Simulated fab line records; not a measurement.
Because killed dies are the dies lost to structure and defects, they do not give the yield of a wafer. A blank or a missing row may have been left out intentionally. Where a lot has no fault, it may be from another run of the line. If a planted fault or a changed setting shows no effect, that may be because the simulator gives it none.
Which tool was responsible? ; flow gf180mcu ; 14 lots with 42 wafers sampled at 4 steps, on a route of 602 steps

## WHAT EACH GAUGE READ, for each wafer
GF_V5_THK_MEAS_01.
lot;measured;on;V5_CVD_00_THK (nm)
L967;day 26 09:51;filmMetro-02;301 301 298
L969;day 27 09:40;filmMetro-03;302 302 303
L970;day 27 18:34;filmMetro-03;298 296 301
L971;day 27 23:41;filmMetro-02;306 302 300
L973;day 28 14:43;filmMetro-02;304 298 303
L972;day 28 17:02;filmMetro-02;293 299 296
L974;day 29 01:57;filmMetro-02;301 300 301
L976;day 29 16:23;filmMetro-02;300 303 302
L979;day 30 10:59;filmMetro-02;296 300 302
L981;day 30 20:52;filmMetro-01;302 302 298
L982;day 31 05:46;filmMetro-02;296 300 307
L983;day 31 08:56;filmMetro-03;299 303 301
L986;day 32 03:10;filmMetro-02;300 294 299
L987;day 32 12:20;filmMetro-03;295 295 296

GF_V5_THK_MEAS_03.
lot;measured;on;V5_CVD_02_THK (nm)
L967;day 26 10:01;filmMetro-01;1419 1435 1448
L969;day 27 09:50;filmMetro-01;1427 1450 1465
L970;day 27 18:44;filmMetro-01;1428 1429 1431
L971;day 27 23:54;filmMetro-01;1433 1449 1462
L973;day 28 14:53;filmMetro-01;1460 1457 1456
L972;day 28 17:13;filmMetro-03;1440 1456 1468
L974;day 29 02:07;filmMetro-03;1428 1458 1452
L976;day 29 16:34;filmMetro-02;1457 1453 1485
L979;day 30 11:08;filmMetro-03;1459 1495 1477
L981;day 30 21:02;filmMetro-03;1436 1472 1469
L982;day 31 05:56;filmMetro-02;1442 1456 1459
L983;day 31 09:06;filmMetro-03;1441 1446 1444
L986;day 32 03:20;filmMetro-03;1458 1479 1466
L987;day 32 12:31;filmMetro-01;1435 1459 1441

GF_PASSIVATION_THK_MEAS_01.
lot;measured;on;PASSIVATION_CVD_00_THK (nm)
L967;day 28 04:49;filmMetro-04;1000 1006 1018
L969;day 29 03:43;filmMetro-04;992 1006 1006
L970;day 29 12:41;filmMetro-02;993 995 991
L971;day 29 17:38;filmMetro-02;975 1008 985
L973;day 30 08:04;filmMetro-02;977 984 992
L972;day 30 09:53;filmMetro-02;977 1001 999
L974;day 30 18:05;filmMetro-04;974 990 979
L976;day 31 07:34;filmMetro-02;994 991 1021
L979;day 32 01:11;filmMetro-04;988 997 1018
L981;day 32 11:05;filmMetro-02;987 987 991
L982;day 32 19:17;filmMetro-04;989 1005 987
L983;day 32 21:29;filmMetro-02;987 982 1004
L986;day 33 14:04;filmMetro-02;1002 999 1001
L987;day 33 23:41;filmMetro-02;994 1018 998

## TOOL THAT RAN EACH LOT (tool first, then ch and the chambers of the sampled wafers, then the start)
lot;GF_HV_LDD_STRIP_10
L967;plasmaAsher-04 ch 0,1, day 10 04:27
L969;plasmaAsher-03 ch 0,1, day 10 23:58
L970;plasmaAsher-01 ch 0,1, day 11 07:52
L971;plasmaAsher-03 ch 0,1, day 11 14:24
L973;plasmaAsher-01 ch 0,1, day 12 04:36
L972;plasmaAsher-03 ch 1, day 12 04:37
L974;plasmaAsher-04 ch 0,1, day 12 13:21
L976;plasmaAsher-03 ch 0,1, day 13 05:53
L979;plasmaAsher-03 ch 0,1, day 14 04:26
L981;plasmaAsher-03 ch 0, day 14 14:07
L982;plasmaAsher-03 ch 0,1, day 14 22:47
L983;plasmaAsher-01 ch 1, day 15 03:46
L986;plasmaAsher-01 ch 0,1, day 16 02:47
L987;plasmaAsher-01 ch 0,1, day 16 14:49
- GF_HV_LDD_STRIP_10: strips in O2/N2.

## WHAT THE TOOLS THEMSELVES READ (means of the sampled wafers that have a number; where no wafer has one, the mark that the record gives instead)
GF_HV_LDD_STRIP_10.
lot;tool;drypumpMotorCurrentA (A);heaterPowerW (W);oesProductAu (a.u.);stripTimeToEndpointS (s)
L967;plasmaAsher-04;6.32;371;0.723;12.67
L969;plasmaAsher-03;6.15;313;0.716;12.71
L970;plasmaAsher-01;6.56;359;0.710;12.71
L971;plasmaAsher-03;6.14;318;0.715;12.66
L973;plasmaAsher-01;6.53;359;0.718;12.66
L972;plasmaAsher-03;6.26;300;0.716;12.69
L974;plasmaAsher-04;6.29;370;0.716;12.63
L976;plasmaAsher-03;6.04;346;0.717;12.63
L979;plasmaAsher-03;6.04;341;0.718;12.66
L981;plasmaAsher-03;5.93;366;0.715;12.69
L982;plasmaAsher-03;6.02;342;0.716;12.69
L983;plasmaAsher-01;6.52;370;0.715;12.60
L986;plasmaAsher-01;6.52;358;0.719;12.65
L987;plasmaAsher-01;6.54;365;0.715;12.58

## THE ANSWER, worked out from the rows above alone
Rule: the lots themselves supply what counts as usual. Put in order of their means at a reading, lots are off if they are a third of the lots or fewer, leave a main group of 4 or more, and stand apart from it by a gap of 3 or more times the standard deviation of the main group's means; of several such gaps the widest counts. A main group whose means are all the same, to the digits that the tables above print for the reading, isn't used. A lot without any number at a reading at which 4 lots or more have one is off too. Where the step has rows for the other lots, those lots are counted as sound. The gauges are gone through in route order, then the tools' own readings, and for those a lot's mean is taken as printed above. The first step at which some lot is off is used, and at that step the reading that is off furthest; a lot without a number counts as furthest.
No lot is off at any reading shown: from this, nothing can be told.

## WHAT HAD BEEN PUT IN BY THE SIMULATOR
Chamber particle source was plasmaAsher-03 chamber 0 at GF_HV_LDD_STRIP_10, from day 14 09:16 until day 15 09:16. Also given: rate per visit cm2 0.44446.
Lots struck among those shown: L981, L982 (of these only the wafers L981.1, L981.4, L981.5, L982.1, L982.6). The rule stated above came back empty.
